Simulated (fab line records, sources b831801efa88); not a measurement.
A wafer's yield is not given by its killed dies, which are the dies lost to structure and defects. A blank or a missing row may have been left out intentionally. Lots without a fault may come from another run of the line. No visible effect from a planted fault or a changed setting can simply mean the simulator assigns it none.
fab line records	flow sky130
[record] lots = 7	wafers = 21	lastDay = 49
route steps=708 shown VIA4@644 PAD_OPEN@708
lots untouched by any fault: they come from a run of this same line in which no faults occurred
startH: hours from the record's opening day to when the first of the lot's shown wafers began	waitH: hours elapsed since this lot's preceding step	" unchanged from the row above	L1.1+2: a row that stands for several wafers	- no value, or no start was given	* or withheld: withheld	< > ~ a bound
route shown NAME@n: NAME is a module with steps in the file, n the number in the route of the first one	usual: mean and standard deviation over wafers with no fault	same: alike in all rows	chamber/n: place in a boat	sites: readings site by site	_std_site: standard deviation across them	_edge_site: mean of outer sites minus mean of inner sites	radiusMm: for every site, how far away it sits from the centre of the wafer	mask NAME#n: copy n	behind: tool/chamber where the wafer was last shaped	hold: what put the lot on hold/how long, in hours/how the hold closed	device: the n, p or np transistor that did not switch	end of line: tests run on the same wafers once the route is complete	a step without rows: its recipe alone	killed: count of dies lost to structure and defects at first sort (not the wafer's yield)	map: per-die view of a wafer (x killed, . not killed, _ where there is no die)
set.NAME: the setting that was run; set.NAME@STEP: the one run at that earlier step	model.NAME: the simulator's own value behind a step, which no gauge read
lots at selected steps of the route; one table per step, one row per wafer
services: a tool's chamber out of use, with start hour (startH, from the record's first day; less than 0 if before it), hours out, and reason
[[steps]]
[step SKY_VIA4_HMDS_05]
[recipe] primeTimeS = 60	primeTempC = 120
[step SKY_VIA4_COAT_06]
[recipe] resist = NOVOLAK	spinRpm = 3000	resistThkNm = 1140
[step SKY_VIA4_SOFTBAKE_07]
[recipe] tempC = 90	timeS = 60	resist = NOVOLAK
[step SKY_VIA4_EXPOSE_08]
[recipe] maskId = VIM4	na = 0.6	sourceShape = conventional	sigmaOuter = 0.6	polarization = unpolarized	targetCdNm = 800	doseMj = 132
[step SKY_VIA4_PEB_09]
[recipe] tempC = withheld	timeS = *	resist = NOVOLAK
[step SKY_VIA4_DEVELOP_10]
[recipe] resist = NOVOLAK	developer = TMAH	developTimeS = 60	devTempC = 23
[step SKY_VIA4_OVL_MEAS_11]
[usual] VIA4_OVL = -0.2/1.5
lot.wafer	tool	chamber	startH	waitH	VIA4_OVL[nm]
L612.1	overlay-01	-	1035.59	0.1	2.1
L612.5	"	-	"	"	2.1
L612.6	"	-	"	"	2.0
L611.1	overlay-01	-	1036.49	0.1	2.3
L611.3	"	-	"	"	0.9
L611.4	"	-	"	"	1.3
L618.1	overlay-01	-	1071.39	0.1	-1.3
L618.4	"	-	"	"	0.0
L618.5	"	-	"	"	-0.5
L619.1	overlay-01	-	1086.74	0.1	-1.5
L619.4	"	-	"	"	-1.5
L619.6	"	-	"	"	-0.8
L621.1	overlay-02	-	1090.49	0.1	-0.9
L621.2	"	-	"	"	-1.8
L621.5	"	-	"	"	-2.0
L623.4	overlay-01	-	1112.35	0.1	-0.7
L623.5	"	-	"	"	-1.2
L623.6	"	-	"	"	-0.8
L624.1	overlay-01	-	1114.24	0.1	-0.3
L624.2	"	-	"	"	0.3
L624.5	"	-	"	"	-1.8
[step SKY_VIA4_ETCH_12]
[recipe] target = SiO2	chemistry = C4F8/O2/Ar	stopOn = TiN	maskMaterial = NOVOLAK	sourceW = 1500	biasW = 1200	pressureMtorr = 40	c4f8FlowSccm = withheld	O2_flow_sccm = 6	Ar_flow_sccm = 300	timeS = withheld	targetDepthA = 5800
[usual] oesProductAu = 0.927/0.0044
lot.wafer	tool	chamber	startH	waitH	oesProductAu
L612.1	rieDiel-01	1	1035.62	0.0	0.922
L612.5	"	1	"	"	0.926
L612.6	"	2	"	"	0.929
L611.1	rieDiel-01	2	1036.53	0.0	0.932
L611.3	"	0	"	"	0.926
L611.4	"	1	"	"	0.929
L618.1	rieDiel-02	2	1071.43	0.0	0.923
L618.4	"	1	"	"	0.929
L618.5	"	2	"	"	0.920
L619.1	rieDiel-03	0	1086.78	0.0	0.932
L619.4	"	1	"	"	0.929
L619.6	"	1	"	"	0.926
L621.1	rieDiel-02	1	1090.53	0.0	0.924
L621.2	"	0	"	"	0.920
L621.5	"	3	"	"	0.932
L623.4	rieDiel-03	3	1112.37	0.0	0.927
L623.5	"	1	"	"	0.930
L623.6	"	2	"	"	0.925
L624.1	rieDiel-03	3	1114.27	0.0	0.924
L624.2	"	1	"	"	0.931
L624.5	"	3	"	"	0.922
[step SKY_VIA4_STRIP_13]
[recipe] chemistry = O2/N2	powerW = 1400	pressureMtorr = 1500	platenTempC = withheld	o2FlowSccm = 3000	n2FlowSccm = 300	overashFraction = 0.5
[usual] drypumpMotorCurrentA = 6.0/0.38	oesProductAu = 0.710/0.0044	stripTimeToEndpointS = 12.81/0.03
lot.wafer	tool	chamber	startH	waitH	drypumpMotorCurrentA	oesProductAu	rfHoursCounterH	stripTimeToEndpointS
L612.1	plasmaAsher-04	1	1035.70	-	5.8	0.706	122	12.83
L612.5	"	1	"	"	5.8	0.713	-	12.79
L612.6	"	0	"	"	6.4	0.722	-	12.84
L611.1	plasmaAsher-01	1	1036.60	-	6.0	0.713	58	12.77
L611.3	"	1	"	"	6.0	0.718	-	12.81
L611.4	"	0	"	"	5.8	0.715	-	12.78
L618.1	plasmaAsher-01	1	1071.50	-	6.0	0.711	62	12.80
L618.4	"	0	"	"	5.8	0.719	-	12.81
L618.5	"	0	"	"	5.8	0.709	-	12.81
L619.1	plasmaAsher-03	1	1086.85	-	5.5	0.715	33	12.82
L619.4	"	1	"	"	5.4	0.712	-	12.79
L619.6	"	1	"	"	5.5	0.712	-	12.80
L621.1	plasmaAsher-01	1	1090.60	-	6.0	0.712	64	12.87
L621.2	"	0	"	"	5.8	0.705	64	12.89
L621.5	"	1	"	"	6.0	0.705	-	12.92
L623.4	plasmaAsher-04	0	1112.48	-	6.3	0.716	-	12.86
L623.5	"	0	"	"	6.4	0.714	-	12.79
L623.6	"	1	"	"	5.8	0.709	-	12.78
L624.1	plasmaAsher-04	0	1114.35	-	6.4	0.713	5	12.80
L624.2	"	1	"	"	5.8	0.704	5	12.84
L624.5	"	1	"	"	5.8	0.713	-	12.83
[step SKY_VIA4_STRIP_14]
[recipe] chemistry = postEtchResidueRemover	timeS = 1200	tempC = 72.5
[step SKY_VIA4_CLEAN_15]
[recipe] chemistry = IPA	timeS = 180	tempC = 25
[step SKY_VIA4_CLEAN_16]
[recipe] chemistry = O3/DIW	dry = n2Spin
[step SKY_VIA4_SPUTTER_17]
[recipe] material = TiN	targetThkNm = 20	chamberPressurePa = 5	powerW = 4000	timeS = 80
[usual] throttleValvePct = 30.0/0.76
lot.wafer	tool	chamber	startH	waitH	throttleValvePct	model.TiN_of_VIA4_SPUTTER_17.thkNm
L612.1	pvdSputter-01	-	1036.29	0.0	29.9	20.15
L612.5	"	-	"	"	32.0	20.37
L612.6	"	-	"	"	29.7	20.18
L611.1	pvdSputter-04	-	1037.19	0.0	29.8	20.24
L611.3	"	-	"	"	30.4	20.32
L611.4	"	-	"	"	30.3	20.7
L618.1	pvdSputter-03	-	1072.09	0.0	29.2	18.84
L618.4	"	-	"	"	30.0	19.25
L618.5	"	-	"	"	29.5	19.18
L619.1	pvdSputter-03	-	1087.48	0.0	29.4	19.15
L619.4	"	-	"	"	29.2	18.93
L619.6	"	-	"	"	29.2	18.94
L621.1	pvdSputter-01	-	1091.23	0.0	29.6	19.76
L621.2	"	-	"	"	29.9	19.76
L621.5	"	-	"	"	29.8	19.91
L623.4	pvdSputter-03	-	1113.05	0.0	29.7	19.07
L623.5	"	-	"	"	29.2	19.12
L623.6	"	-	"	"	29.8	19.12
L624.1	pvdSputter-04	-	1114.97	0.0	29.9	19.97
L624.2	"	-	"	"	28.8	20.06
L624.5	"	-	"	"	30.6	20.17
[step SKY_VIA4_CVD_18]
[recipe] material = W	targetThkNm = 505	timeS = 152.14	tempC = 397.2	pressureTorr = 40
[usual] chamberPressureTorr = 40.01/0.08	heaterPowerW = 905/100
lot.wafer	tool	chamber	startH	waitH	chamberPressureTorr	heaterPowerW
L612.1	cvdW-02	1	1036.35	0.0	39.90	1023
L612.5	"	0	"	"	39.89	862
L612.6	"	1	"	"	40.05	1090
L611.1	cvdW-01	1	1037.25	0.0	40.08	782
L611.3	"	1	"	"	40.00	774
L611.4	"	0	"	"	40.01	911
L618.1	cvdW-02	0	1072.15	0.0	40.01	895
L618.4	"	0	"	"	40.04	889
L618.5	"	1	"	"	40.10	1070
L619.1	cvdW-01	1	1087.54	0.0	39.87	772
L619.4	"	1	"	"	39.98	782
L619.6	"	1	"	"	40.02	762
L621.1	cvdW-02	1	1091.29	0.0	39.94	1056
L621.2	"	0	"	"	40.06	870
L621.5	"	0	"	"	39.95	903
L623.4	cvdW-01	0	1113.17	0.1	40.03	906
L623.5	"	0	"	"	39.98	916
L623.6	"	1	"	"	39.96	785
L624.1	cvdW-02	1	1115.03	0.0	39.93	1044
L624.2	"	0	"	"	39.94	879
L624.5	"	1	"	"	39.84	1063
[step SKY_PAD_OPEN_PROBE_99]
[usual] defectLimitedYield = 82.4/2	killed_at_M0_to_M3 = 43/6.8	killed_at_M4_up = 3.1/1.8	killedAtContacts = 25/5.8	killedAtFrontEnd = 15/4.2	killedAtOther = 0.3/0.5	killedDies = 87/9.7	killedOpen = 47/7.3	killedShort = 39/6.6	sort_bin_3_pad_short = 0.9/0.37	sort_bin_5_function = 10.4/1.4	sort_bin_6_memory = 6.3/1.1	sortNPass = 405/9.7	sortYieldPct = 82.4/2
[same] grossDies = 492	killedAtBackSide = 0	sort_bin_4_leakage[%] = 0	sort_bin_8_speed[%] = 0
lot.wafer	tool	chamber	startH	waitH	defectLimitedYield[%]	killed_at_M0_to_M3	killed_at_M4_up	killedAtContacts	killedAtFrontEnd	killedAtOther	killedDies	killedOpen	killedShort	sort_bin_3_pad_short[%]	sort_bin_5_function[%]	sort_bin_6_memory[%]	sortNPass	sortYieldPct[%]
L612.1	prober-01	-	1104.75	0.1	82.7	42	1	32	9	1	85	45	40	1.4	10.0	5.9	407	82.7
L612.5	prober-01	-	1104.95	0.2	83.3	42	2	22	15	1	82	50	32	1.0	9.6	6.1	410	83.3
L612.6	prober-01	-	1105.00	0.2	82.9	50	1	23	9	1	84	44	40	0.4	9.3	7.3	408	82.9
L611.1	prober-02	-	1106.49	0.1	85.0	37	1	18	18	0	74	38	36	1.0	9.1	4.9	418	85.0
L611.3	prober-02	-	1106.59	0.2	84.1	38	4	22	14	0	78	43	35	1.0	8.1	6.7	414	84.1
L611.4	prober-02	-	1106.64	0.2	80.7	53	4	26	12	0	95	48	47	1.0	11.8	6.5	397	80.7
L618.1	prober-02	-	1136.85	0.1	81.1	44	4	29	16	0	93	46	47	1.2	11.0	6.7	399	81.1
L618.4	prober-02	-	1137.00	0.2	87.0	35	2	17	10	0	64	37	27	1.4	6.7	4.9	428	87.0
L618.5	prober-02	-	1137.05	0.2	83.1	35	0	32	14	2	83	42	41	0.8	10.0	6.1	409	83.1
L619.1	prober-01	-	1150.94	0.1	83.9	32	3	27	16	1	79	50	29	0.6	10.8	4.7	413	83.9
L619.4	prober-01	-	1151.09	0.2	81.5	41	4	31	15	0	91	45	46	0.4	11.0	7.1	401	81.5
L619.6	prober-01	-	1151.19	0.2	81.3	42	3	29	18	0	92	54	38	1.2	10.8	6.7	400	81.3
L623.4	prober-01	-	1173.89	0.2	84.6	37	1	20	17	1	76	42	34	0.6	8.9	5.9	416	84.6
L623.5	prober-01	-	1173.94	0.2	85.0	34	4	21	15	0	74	41	33	0.6	8.7	5.7	418	85.0
L623.6	prober-01	-	1173.99	0.2	87.6	27	5	18	11	0	61	35	26	0.4	7.9	4.1	431	87.6
L624.1	prober-02	-	1175.49	0.1	83.5	40	5	23	13	0	81	52	29	0.6	11.4	4.5	411	83.5
L624.2	prober-02	-	1175.54	0.1	83.9	32	4	27	16	0	79	49	30	1.0	10.4	4.7	413	83.9
L624.5	prober-02	-	1175.69	0.2	82.5	39	4	29	14	0	86	35	51	0.6	10.0	6.9	406	82.5
// killed by level:class
L612.1 LI_CONTACT:geometricParticle:open=11 VIA1:geometricParticle:open=9 METAL2:geometricParticle:short=7 LOCAL_INTERCONNECT:geometricParticle:short=6 CONTACT:geometricParticle:open=5 VIA3:geometricParticle:open=5 VIA1:geometricParticle:short=5 LI_CONTACT:geometricParticle:short=4
L612.5 VIA1:geometricParticle:open=11 LI_CONTACT:geometricParticle:open=9 CONTACT:geometricParticle:open=6 VIA3:geometricParticle:open=6 FIELD_ISO:geometricParticle:short=5 VIA2:geometricParticle:open=5 POLY_GATE:geometricParticle:open=4 CONTACT:geometricParticle:short=4
L612.6 VIA2:geometricParticle:open=13 CONTACT:geometricParticle:open=8 VIA1:geometricParticle:short=7 VIA3:geometricParticle:open=7 VIA1:geometricParticle:open=6 LI_CONTACT:geometricParticle:open=5 LI_CONTACT:geometricParticle:short=5 METAL3:geometricParticle:short=4
L611.1 VIA1:geometricParticle:open=9 CONTACT:geometricParticle:open=8 VIA3:geometricParticle:short=7 POLY_GATE:geometricParticle:short=6 POLY_GATE:geometricParticle:open=4 FIELD_ISO:geometricParticle:open=3 LOCAL_INTERCONNECT:geometricParticle:short=3 CONTACT:geometricParticle:short=3
L611.3 VIA1:geometricParticle:open=13 CONTACT:geometricParticle:open=10 LI_CONTACT:geometricParticle:short=6 VIA3:geometricParticle:open=5 METAL2:geometricParticle:short=4 METAL4:geometricParticle:short=4 FIELD_ISO:geometricParticle:open=3 CONTACT:geometricParticle:short=3
L611.4 VIA1:geometricParticle:open=11 METAL2:geometricParticle:short=9 CONTACT:geometricParticle:open=9 VIA1:geometricParticle:short=9 VIA3:geometricParticle:open=7 LI_CONTACT:geometricParticle:open=7 CONTACT:geometricParticle:short=7 METAL1:geometricParticle:short=5
L618.1 VIA2:geometricParticle:open=10 LOCAL_INTERCONNECT:geometricParticle:short=9 CONTACT:geometricParticle:open=7 LI_CONTACT:geometricParticle:open=6 FIELD_ISO:geometricParticle:open=5 VIA1:geometricParticle:open=5 VIA1:geometricParticle:short=5 METAL2:geometricParticle:short=5
L618.4 VIA1:geometricParticle:open=7 VIA2:geometricParticle:open=7 METAL1:geometricParticle:short=6 LI_CONTACT:geometricParticle:open=5 VIA3:geometricParticle:open=5 POLY_GATE:geometricParticle:open=4 CONTACT:geometricParticle:open=4 POLY_GATE:geometricParticle:short=3
L618.5 LI_CONTACT:geometricParticle:open=11 CONTACT:geometricParticle:short=8 CONTACT:geometricParticle:open=8 VIA2:geometricParticle:open=7 METAL3:geometricParticle:short=6 FIELD_ISO:geometricParticle:open=5 VIA1:geometricParticle:open=5 VIA2:geometricParticle:short=5
L619.1 CONTACT:geometricParticle:open=13 VIA3:geometricParticle:open=10 VIA1:geometricParticle:open=8 FIELD_ISO:geometricParticle:open=6 LI_CONTACT:geometricParticle:open=5 CONTACT:geometricParticle:short=5 VIA3:geometricParticle:short=5 POLY_GATE:geometricParticle:open=3
L619.4 CONTACT:geometricParticle:open=12 VIA1:geometricParticle:open=11 VIA3:geometricParticle:short=6 LI_CONTACT:geometricParticle:open=5 LOCAL_INTERCONNECT:geometricParticle:short=5 METAL1:geometricParticle:short=5 POLY_GATE:geometricParticle:short=4 LI_CONTACT:geometricParticle:short=4
L619.6 VIA1:geometricParticle:open=10 VIA2:geometricParticle:open=9 CONTACT:geometricParticle:open=8 LI_CONTACT:geometricParticle:open=8 CONTACT:geometricParticle:short=7 VIA3:geometricParticle:open=6 METAL2:geometricParticle:short=6 FIELD_ISO:geometricParticle:short=5
L623.4 METAL2:geometricParticle:short=7 VIA2:geometricParticle:open=7 VIA1:geometricParticle:open=5 LI_CONTACT:geometricParticle:open=5 CONTACT:geometricParticle:short=5 CONTACT:geometricParticle:open=5 VIA1:geometricParticle:short=5 FIELD_ISO:geometricParticle:open=4
L623.5 VIA1:geometricParticle:open=7 LI_CONTACT:geometricParticle:open=7 VIA3:geometricParticle:open=7 FIELD_ISO:geometricParticle:short=5 CONTACT:geometricParticle:open=5 METAL3:geometricParticle:short=5 METAL2:geometricParticle:short=4 FIELD_ISO:geometricParticle:open=3
L623.6 VIA2:geometricParticle:open=10 CONTACT:geometricParticle:open=7 FIELD_ISO:geometricParticle:open=5 METAL4:geometricParticle:short=5 LI_CONTACT:geometricParticle:open=3 LOCAL_INTERCONNECT:geometricParticle:short=3 VIA1:geometricParticle:open=3 VIA3:geometricParticle:open=3
L624.1 VIA1:geometricParticle:open=11 VIA3:geometricParticle:open=8 CONTACT:geometricParticle:open=8 LI_CONTACT:geometricParticle:open=5 CONTACT:geometricParticle:short=5 FIELD_ISO:geometricParticle:open=4 METAL1:geometricParticle:short=4 VIA1:geometricParticle:short=4
L624.2 LI_CONTACT:geometricParticle:open=13 CONTACT:geometricParticle:short=8 VIA1:geometricParticle:open=8 CONTACT:geometricParticle:open=6 VIA1:geometricParticle:short=6 FIELD_ISO:geometricParticle:open=5 VIA3:geometricParticle:open=5 POLY_GATE:geometricParticle:short=4
L624.5 VIA1:geometricParticle:open=7 LI_CONTACT:geometricParticle:open=7 VIA1:geometricParticle:short=7 LI_CONTACT:geometricParticle:short=6 CONTACT:geometricParticle:short=6 METAL2:geometricParticle:short=6 POLY_GATE:geometricParticle:open=5 CONTACT:geometricParticle:open=5
[[services]]
tool	chamber	startH	hours	kind
rieDiel-02	-	1013.19	1.1	repair
pvdSputter-03	-	1014.78	18.9	repair
rieDiel-02	-	1015.50	2.1	repair
rieDiel-02	2	1019.81	5.7	repair
plasmaAsher-03	-	1027.53	0.9	repair
rieDiel-03	3	1037.54	25.8	repair
pvdSputter-01	1	1037.62	-	consumableReplace:kit
rieDiel-01	-	1038.13	4.0	repair
pvdSputter-03	2	1039.33	-	consumableReplace:kit
pvdSputter-03	2	1039.33	18.0	scheduledDown
pvdSputter-03	2	1039.33	18.0	ventCycle
plasmaAsher-01	-	1041.49	2.1	repair
plasmaAsher-03	-	1043.18	2.8	pm
pvdSputter-04	-	1050.04	23.7	repair
plasmaAsher-04	-	1055.25	9.0	pm
plasmaAsher-04	0	1055.25	9.0	ventCycle
plasmaAsher-04	1	1055.25	9.0	ventCycle
pvdSputter-01	-	1059.79	2.6	repair
plasmaAsher-04	0	1064.25	-	clean
plasmaAsher-04	1	1064.25	-	clean
rieDiel-02	0	1066.52	8.8	repair
rieDiel-01	-	1071.94	2.4	repair
plasmaAsher-01	-	1074.75	2.6	repair
rieDiel-02	2	1078.22	12.5	repair
[[key]]
firstSign none at tools or gauges
[modelEffect] step = SKY_VIA4_SPUTTER_17	value = TiN_of_VIA4_SPUTTER_17.thkNm	without = 19.75	struck = 19.07
metAt SKY_VIA4_SPUTTER_17
struckWafers L618.1,L618.4,L618.5,L619.1,L619.4,L619.6,L623.4,L623.5,L623.6
[fault] kind = processParameterDrift	tool = pvdSputter-03	chamber = -	onsetH = 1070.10	steps = SKY_VIA4_SPUTTER_17	channel = timeS	offset = *	shape = step	endH = 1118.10	actsIn = *	stated = *
